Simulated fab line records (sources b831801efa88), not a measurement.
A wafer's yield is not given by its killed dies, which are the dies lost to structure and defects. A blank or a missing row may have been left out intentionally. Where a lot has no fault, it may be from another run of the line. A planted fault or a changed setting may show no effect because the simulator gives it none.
A struck lot beside a sound one	flow sfq-line	41 steps out of a route of 325
Sound: these wafers, L988.1, L988.3, L988.4. Wafers struck: L985.3, L985.4, L985.6. The cause comes at the end.
At each step with rows: each side's tool, then ch and its chambers, then its first start. Under that, the readings that differ: sound wafers	struck wafers	difference of the means	sigmas: that difference in standard deviations of wafers without a fault.
alike: same words and numbers on both sides, and readings whose means sit less than 2 such deviations apart. not compared: any withheld reading, any reading some wafer has no value for, any bound like >300 that may hide the same value, and any number with overlapping values for which the record gives no deviation.
The two part at a step that has a row with sigmas, a row that says differs or no value, or rows on one side only. Numbers that don't overlap but have no deviation are shown without sigmas and don't part them. Lack of a reading on every wafer of one side parts them only where that side has two or more wafers.

first, 6 steps without rows for these wafers: SFQ_TRILAYER_L0_VIA_LITHO_COAT_018 (resist thk 62 nm); SFQ_TRILAYER_L0_VIA_LITHO_COAT_013 (resist thk 650 nm); SFQ_TRILAYER_L0_VIA_LITHO_SOFTBAKE_017; SFQ_TRILAYER_L0_VIA_LITHO_EXPOSE_014 (exposes mask L0V, target cd 700 nm); SFQ_TRILAYER_L0_VIA_LITHO_PEB_016 (peb time 60 s); SFQ_TRILAYER_L0_VIA_LITHO_DEVELOP_015 (time 60 s).
SFQ_L0V_OVL_MEAS_903:
  sound: overlay-01 at day 7 12:55; struck: overlay-01 at day 6 23:44
  alike: L0V_OVL
then, 2 steps without rows for these wafers: SFQ_TRILAYER_L0_VIA_BARC_OPEN_VIA_ETCH_021 (etches BARC in O2, target depth 125 nm, time 41.7 s); SFQ_TRILAYER_L0_VIA_ETCH_VIA_ETCH_016 (etches SiO2 in CHF3, stops on MoNx KI, target depth 80 nm).
SFQ_TRILAYER_L0_VIA_STRIP_STRIP_017: strips in O2.
  sound on rie-metal-01 ch 0,1, day 7 13:02; struck on rie-metal-03 ch 0,1, day 7 00:02
  alike: drypump-motor-current-A, he-backside-leak-sccm, oes-product-au
  not compared: rf-hours-counter-h
then, 2 steps without rows for these wafers: SFQ_TRILAYER_L0_VIA_STRIP_SOLV_CLEAN_018 (cleans in NMP, time 600 s); SFQ_TRILAYER_M0_DEP_PRE_CLEAN_020 (time 15 s).
SFQ_TRILAYER_M0_DEP_SPUTTER_019: material Nb, target thk 200 nm, time 133.3 s.
  sound: pvd-sputter-04 at day 7 13:50; struck: pvd-sputter-06 at day 7 00:40
reading	sound	struck	difference	sigmas
model.Nb_of_TRILAYER_M0_DEP_SPUTTER_019.thk-nm (nm)	199.2 197.4 198.7	238.8 236.6 236.2	+38.8	
  alike: throttle-valve-pct
SFQ_M0_RS_MEAS_904: uses a four-point probe to measure.
  sound: film-metro-03 at day 7 13:56; struck: film-metro-02 at day 7 01:04
reading	sound	struck	difference	sigmas
M0_NB_RS (ohm/sq)	0.893 0.902 0.895	0.744 0.751 0.753	-0.147	-21
  not compared: hold
then, 5 steps without rows for these wafers: SFQ_TRILAYER_M0_LITHO_COAT_021 (resist thk 600 nm); SFQ_TRILAYER_M0_LITHO_SOFTBAKE_025; SFQ_TRILAYER_M0_LITHO_EXPOSE_022 (exposes mask M0, target cd 500 nm); SFQ_TRILAYER_M0_LITHO_PEB_024 (peb time 60 s); SFQ_TRILAYER_M0_LITHO_DEVELOP_023 (time 60 s).
-- the record jumps here: 2 days lie between the struck wafers' starts before and after --
SFQ_M0_OVL_MEAS_906:
  sound: overlay-01 at day 9 19:56; struck: overlay-02 at day 9 05:33
  alike: M0_OVL
then, 1 step without rows for these wafers: SFQ_TRILAYER_M0_BARC_OPEN_METAL_ETCH_031 (etches BARC in O2, target depth 125 nm, time 41.7 s).
SFQ_TRILAYER_M0_ETCH_METAL_ETCH_024: etches Nb in Cl2/Ar, stops on SiO2, target depth 240 nm, time 120 s.
  sound on rie-metal-01 ch 0,1, day 9 20:02; struck on rie-metal-02 ch 0,1, day 9 05:41
reading	sound	struck	difference	sigmas
oes-product-au (a.u.)	0.895 0.888 0.890	0.989 0.990 0.980	+0.095	+16
  alike: drypump-motor-current-A, he-backside-leak-sccm
  not compared: rf-hours-counter-h
SFQ_TRILAYER_M0_STRIP_STRIP_025: strips in O2.
  sound on rie-metal-01 ch 0,1, day 9 20:10; struck on rie-metal-02 ch 0,1, day 9 05:58
  alike: drypump-motor-current-A, he-backside-leak-sccm, oes-product-au
  not compared: rf-hours-counter-h
then, 3 steps without rows for these wafers: SFQ_TRILAYER_M0_STRIP_SOLV_CLEAN_026 (cleans in NMP, time 600 s); SFQ_TRILAYER_I0_DEP_PECVD_027 (deposits SiO2 from SiH4/N2O, time 111.11 s, target thk 500 nm); SFQ_TRILAYER_I0_CMP_CMP_028 (polishes SiO2).
SFQ_I0_BOW_MEAS_907:
  sound: film-metro-02 at day 10 07:27; struck: film-metro-02 at day 9 10:05
reading	sound	struck	difference	sigmas
I0_BOW (um)	25 7 10	-13 -9 -12	-25	-3
then, 7 steps without rows for these wafers: SFQ_TRILAYER_I0_METRO_MEASURE_029; SFQ_TRILAYER_I0_VIA_LITHO_COAT_036 (resist thk 60.99 nm); SFQ_TRILAYER_I0_VIA_LITHO_COAT_031 (resist thk 650 nm); SFQ_TRILAYER_I0_VIA_LITHO_SOFTBAKE_035; SFQ_TRILAYER_I0_VIA_LITHO_EXPOSE_032 (exposes mask I0, target cd 500 nm); SFQ_TRILAYER_I0_VIA_LITHO_PEB_034 (peb time 60 s); SFQ_TRILAYER_I0_VIA_LITHO_DEVELOP_033 (time 60 s).
-- the record jumps here: 2 days lie between the struck wafers' starts before and after --
SFQ_I0_OVL_MEAS_908:
  sound: overlay-02 at day 12 14:41; struck: overlay-02 at day 11 18:18
  alike: I0_OVL
SFQ_TRILAYER_I0_VIA_BARC_OPEN_VIA_ETCH_046: etches BARC in O2, target depth 125 nm, time 41.7 s.
  sound on rie-diel-03 ch 1,2,3, day 12 14:43; struck on rie-diel-03 ch 1,3, day 11 18:19
  alike: drypump-motor-current-A, oes-product-au
  not compared: rf-hours-counter-h
SFQ_TRILAYER_I0_VIA_ETCH_VIA_ETCH_034: etches SiO2 in CHF3, stops on Nb, target depth 260 nm.
  sound on rie-diel-03 ch 1,2,3, day 12 14:46; struck on rie-diel-03 ch 1,3, day 11 18:22
  alike: drypump-motor-current-A, oes-product-au
SFQ_TRILAYER_I0_VIA_STRIP_STRIP_035: strips in O2.
  sound on rie-metal-02 ch 0,1, day 12 14:53; struck on rie-metal-01 ch 0,1, day 11 18:41
  alike: drypump-motor-current-A, he-backside-leak-sccm, oes-product-au
  not compared: rf-hours-counter-h
then, 2 steps without rows for these wafers: SFQ_TRILAYER_I0_VIA_STRIP_SOLV_CLEAN_036 (cleans in NMP, time 600 s); SFQ_TRILAYER_M1_DEP_PRE_CLEAN_038 (time 22.5 s).
-- the record jumps here: 64 days lie between the struck wafers' starts before and after --
SFQ_M8_BOW_MEAS_951:
  sound: film-metro-01 at day 77 18:59; struck: film-metro-02 at day 76 02:41
reading	sound	struck	difference	sigmas
M8_BOW (um)	33 15 18	-5 -2 -5	-26	-2
model.etest.m0.ohm-um	1.786 1.806 1.792	1.488 1.51 1.511	-0.292	
model.etest.i0.link-ohm	1.975 1.99 1.985	1.855 1.853 1.846	-0.132	
model.etest.m0.ohm-sq	0.8937 0.902 0.8962	0.7455 0.7525 0.754	-0.1466	

WHERE THEY PART
First at SFQ_M0_RS_MEAS_904; last, within this record, at SFQ_M8_BOW_MEAS_951.

WHY: what the simulator had put in
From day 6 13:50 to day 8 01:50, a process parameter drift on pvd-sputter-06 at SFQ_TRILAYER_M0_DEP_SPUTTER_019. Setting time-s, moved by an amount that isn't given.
